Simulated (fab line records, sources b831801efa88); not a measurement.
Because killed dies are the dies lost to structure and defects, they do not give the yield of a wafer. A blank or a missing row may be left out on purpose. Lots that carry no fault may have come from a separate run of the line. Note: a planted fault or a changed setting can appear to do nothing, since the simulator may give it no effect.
Which tool was responsible? | flow sfq line | 14 lots, 42 wafers sampled, at 6 steps of a route of 325

== WHAT THE GAUGES SHOWED, per wafer ==
SFQ_INCOMING_BOW_MEAS_900. Usual: for INCOMING_BOW the level is -1 um and the standard deviation is 6.2.
lot  | measured    | on            | INCOMING_BOW (um) | flag
L215 | day 1 10:00 | film metro-04 | -3 2 -4           |
L216 | day 1 15:00 | film metro-02 | -1 6 -3           |
L217 | day 1 20:00 | film metro-02 | -8 4 11           |
L218 | day 2 01:00 | film metro-04 | 0 -1 4            |
L219 | day 2 06:00 | film metro-02 | -4 -15 -14        |
L220 | day 2 11:04 | film metro-02 | 0 4 9             |
L221 | day 2 16:00 | film metro-02 | -8 -1 -6          |
L222 | day 2 21:02 | film metro-04 | -4 14 -4          |
L223 | day 3 02:01 | film metro-02 | 2 14 9            |
L229 | day 4 08:02 | film metro-02 | -1 0 -7           |
L231 | day 4 18:00 | film metro-03 | -1 0 0            |
L236 | day 5 19:01 | film metro-03 | -7 4 5            |
L237 | day 6 00:00 | film metro-04 | -11 -4 1          |
L238 | day 6 05:01 | film metro-02 | 4 -1 5            |

SFQ_M1_RS_MEAS_909: a four-point-probe measurement. Usual: for M1_NB_RS the level is 0.893 ohm/sq and the standard deviation is 0.01.
lot  | measured     | on            | M1_NB_RS (ohm/sq) | flag
L215 | day 17 10:53 | film metro-03 | 0.894 0.887 0.895 |
L216 | day 17 15:41 | film metro-04 | 0.901 0.895 0.922 |
L217 | day 18 06:48 | film metro-03 | 0.900 0.887 0.894 |
L218 | day 18 19:36 | film metro-04 | 0.903 0.898 0.898 |
L219 | day 19 07:24 | film metro-03 | 0.902 0.898 0.908 |
L220 | day 20 07:59 | film metro-03 | 0.893 0.888 0.891 |
L221 | day 20 16:15 | film metro-04 | 0.897 0.899 0.892 |
L222 | day 21 03:16 | film metro-04 | 0.900 0.901 0.895 |
L223 | day 21 17:28 | film metro-03 | 0.890 0.878 0.879 |
L229 | day 24 13:56 | film metro-02 | 0.887 0.890 0.854 |
L231 | day 25 04:59 | film metro-03 | 0.848 0.883 0.883 |
L236 | day 27 03:49 | film metro-04 | 0.884 0.899 0.884 |
L237 | day 27 16:59 | film metro-02 | 0.880 0.876 0.879 |
L238 | day 28 03:56 | film metro-04 | 0.893 0.897 0.907 |

SFQ_I1_OVL_MEAS_913. Usual: for I1_OVL the level is 1 nm and the standard deviation is 4.8.
lot  | measured     | on         | I1_OVL (nm) | flag
L215 | day 24 09:30 | overlay-01 | 0 3 -3      |
L216 | day 24 20:34 | overlay-02 | 0 -1 1      |
L217 | day 25 15:11 | overlay-01 | 4 8 4       |
L218 | day 25 21:10 | overlay-01 | 8 5 5       |
L219 | day 26 05:35 | overlay-01 | 8 6 8       |
L220 | day 27 06:06 | overlay-02 | -1 6 2      |
L221 | day 27 15:07 | overlay-02 | 5 -2 0      |
L222 | day 30 05:03 | overlay-01 | -3 -4 -6    |
L223 | day 30 06:14 | overlay-01 | 6 1 1       |
L229 | day 31 10:29 | overlay-02 | 8 7 2       |
L231 | day 32 04:49 | overlay-01 | -6 -4 -2    |
L236 | day 34 00:06 | overlay-01 | 1 2 -2      |
L237 | day 34 13:38 | overlay-01 | -4 5 -5     |
L238 | day 35 04:47 | overlay-01 | -2 -4 -3    |

== WHAT TOOL EACH LOT RAN ON (gives the tool, then ch and the chambers of the sampled wafers, and finally the start) ==
lot  | SFQ_TRILAYER_M0_STRIP_STRIP_025   | SFQ_TRILAYER_M1_DEP_SPUTTER_037 | SFQ_TRILAYER_M1_ETCH_METAL_ETCH_042
L215 | rie metal-03 ch 1, day 11 19:41   | pvd sputter-03, day 17 10:47    | rie metal-02 ch 0,1, day 24 00:59
L216 | rie metal-03 ch 1, day 12 00:29   | pvd sputter-05, day 17 15:36    | rie metal-03 ch 0, day 24 09:19
L217 | rie metal-02 ch 0,1, day 12 11:17 | pvd sputter-04, day 18 06:43    | rie metal-03 ch 0,1, day 25 05:13
L218 | rie metal-03 ch 0,1, day 12 20:53 | pvd sputter-05, day 18 19:31    | rie metal-01 ch 0,1, day 25 13:37
L219 | rie metal-02 ch 0,1, day 13 07:41 | pvd sputter-05, day 19 07:19    | rie metal-01 ch 0,1, day 25 22:01
L220 | rie metal-04 ch 0,1, day 14 02:00 | pvd sputter-03, day 20 07:50    | rie metal-02 ch 0,1, day 26 22:03
L221 | rie metal-03 ch 0, day 14 12:47   | pvd sputter-04, day 20 16:10    | rie metal-01 ch 1, day 27 06:37
L222 | rie metal-02 ch 0,1, day 14 21:12 | pvd sputter-04, day 21 03:08    | rie metal-02 ch 0,1, day 27 17:15
L223 | rie metal-03 ch 0,1, day 15 10:12 | pvd sputter-04, day 21 17:22    | rie metal-02 ch 0,1, day 28 06:32
L229 | rie metal-04 ch 1, day 17 14:12   | pvd sputter-03, day 24 13:49    | rie metal-03 ch 0,1, day 31 02:19
L231 | rie metal-02 ch 0,1, day 18 01:37 | pvd sputter-03, day 25 04:54    | rie metal-01 ch 0,1, day 31 20:10
L236 | rie metal-02 ch 0,1, day 20 09:36 | pvd sputter-05, day 27 03:42    | rie metal-01 ch 0,1, day 33 15:57
L237 | rie metal-02 ch 0,1, day 20 21:23 | pvd sputter-03, day 27 16:54    | rie metal-02 ch 0,1, day 34 05:09
L238 | rie metal-02 ch 0,1, day 21 05:47 | pvd sputter-05, day 28 03:50    | rie metal-03 ch 0,1, day 34 13:33
- SFQ_TRILAYER_M0_STRIP_STRIP_025: strips in O2.
- SFQ_TRILAYER_M1_DEP_SPUTTER_037: material Nb, target thk 200 nm, time 133.3 s.
- SFQ_TRILAYER_M1_ETCH_METAL_ETCH_042: etches Nb in Cl2/Ar, stops on SiO2, target depth 240 nm, time 120 s.

== WHAT THE TOOLS THEMSELVES READ (means of the sampled wafers that have a number; where no wafer has one, the mark that the record gives instead) ==
SFQ_TRILAYER_M0_STRIP_STRIP_025. Usual: drypump motor current A 5.6 A, standard deviation 0.42; he backside leak sccm 3.37 sccm, standard deviation 0.25; oes product au 1.002 a.u., standard deviation 0.0078.
lot  | tool         | drypump motor current A (A) | he backside leak sccm (sccm) | oes product au (a.u.) | flag
L215 | rie metal-03 | 5.8                         | 3.42                         | 1.006                 |
L216 | rie metal-03 | 5.8                         | 3.30                         | 1.003                 |
L217 | rie metal-02 | 6.1                         | 3.35                         | 1.006                 |
L218 | rie metal-03 | 5.7                         | 3.37                         | 1.001                 |
L219 | rie metal-02 | 5.7                         | 3.42                         | 0.999                 |
L220 | rie metal-04 | 5.2                         | 3.74                         | 1.002                 |
L221 | rie metal-03 | 5.5                         | 3.44                         | 0.989                 |
L222 | rie metal-02 | 5.7                         | 3.45                         | 1.000                 |
L223 | rie metal-03 | 5.6                         | 3.27                         | 1.002                 |
L229 | rie metal-04 | 5.1                         | 3.39                         | 0.998                 |
L231 | rie metal-02 | 6.1                         | 3.31                         | 0.996                 |
L236 | rie metal-02 | 5.7                         | 3.22                         | 1.009                 |
L237 | rie metal-02 | 5.7                         | 3.48                         | 1.001                 |
L238 | rie metal-02 | 6.0                         | 3.28                         | 1.001                 |

SFQ_TRILAYER_M1_DEP_SPUTTER_037. Usual: cathode dc power W 2000.0 W, standard deviation 0.4; throttle valve pct 30.3 %, standard deviation 1.
lot  | tool           | cathode dc power W (W) | throttle valve pct (%) | flag
L215 | pvd sputter-03 | 2000.0                 | 30.0                   |
L216 | pvd sputter-05 | 2000.0                 | 30.1                   |
L217 | pvd sputter-04 | 1999.9                 | 30.0                   |
L218 | pvd sputter-05 | 1999.9                 | 29.1                   |
L219 | pvd sputter-05 | 2000.0                 | 30.1                   |
L220 | pvd sputter-03 | 1999.8                 | 30.7                   |
L221 | pvd sputter-04 | 1999.9                 | 30.1                   |
L222 | pvd sputter-04 | 1999.8                 | 29.4                   |
L223 | pvd sputter-04 | 1999.8                 | 30.1                   |
L229 | pvd sputter-03 | 2035.8                 | 30.8                   | OFF
L231 | pvd sputter-03 | 2035.6                 | 30.8                   | OFF
L236 | pvd sputter-05 | 2000.2                 | 30.2                   |
L237 | pvd sputter-03 | 2000.0                 | 30.7                   |
L238 | pvd sputter-05 | 1999.8                 | 30.1                   |

SFQ_TRILAYER_M1_ETCH_METAL_ETCH_042. Usual: drypump motor current A 5.6 A, standard deviation 0.36; he backside leak sccm 3.5 sccm, standard deviation 0.37; oes product au 0.892 a.u., standard deviation 0.0073.
lot  | tool         | drypump motor current A (A) | he backside leak sccm (sccm) | oes product au (a.u.) | flag
L215 | rie metal-02 | 5.7                         | 3.4                          | 0.891                 |
L216 | rie metal-03 | 5.5                         | 3.3                          | 0.888                 |
L217 | rie metal-03 | 5.7                         | 3.1                          | 0.894                 |
L218 | rie metal-01 | 5.4                         | 3.6                          | 0.888                 |
L219 | rie metal-01 | 5.4                         | 3.6                          | 0.888                 |
L220 | rie metal-02 | 6.1                         | 3.3                          | 0.896                 |
L221 | rie metal-01 | 5.4                         | 3.7                          | 0.892                 |
L222 | rie metal-02 | 5.7                         | 3.5                          | 0.896                 |
L223 | rie metal-02 | 5.7                         | 3.4                          | 0.896                 |
L229 | rie metal-03 | 5.7                         | 3.1                          | 0.902                 |
L231 | rie metal-01 | 5.4                         | 3.5                          | 0.903                 |
L236 | rie metal-01 | 5.4                         | 3.7                          | 0.898                 |
L237 | rie metal-02 | 6.0                         | 3.4                          | 0.900                 |
L238 | rie metal-03 | 5.7                         | 3.2                          | 0.887                 |

== THE ANSWER, worked out from the rows above alone ==
Rule: a lot is off if the mean of its wafers that have a number lies more than 3 standard deviations from the usual mean. A lot without any number at a reading at which 4 lots or more have one is off too. Where the step has rows for the other lots, those lots are counted as sound. Order of review: gauges by route order, followed by the tools' own readings, for which a lot's mean as printed above is used. The first step at which some lot is off is used, and at that step the reading that is off furthest; a lot without a number counts as furthest.
Off at SFQ_TRILAYER_M1_DEP_SPUTTER_037 (cathode dc power W): L229, L231.
A tool fits if, at that step or a process step before it, it ran every lot that is off, and no sound lot after the first of them. Not one of the candidates tried fits.

== WHAT THE SIMULATOR HAD INSERTED ==
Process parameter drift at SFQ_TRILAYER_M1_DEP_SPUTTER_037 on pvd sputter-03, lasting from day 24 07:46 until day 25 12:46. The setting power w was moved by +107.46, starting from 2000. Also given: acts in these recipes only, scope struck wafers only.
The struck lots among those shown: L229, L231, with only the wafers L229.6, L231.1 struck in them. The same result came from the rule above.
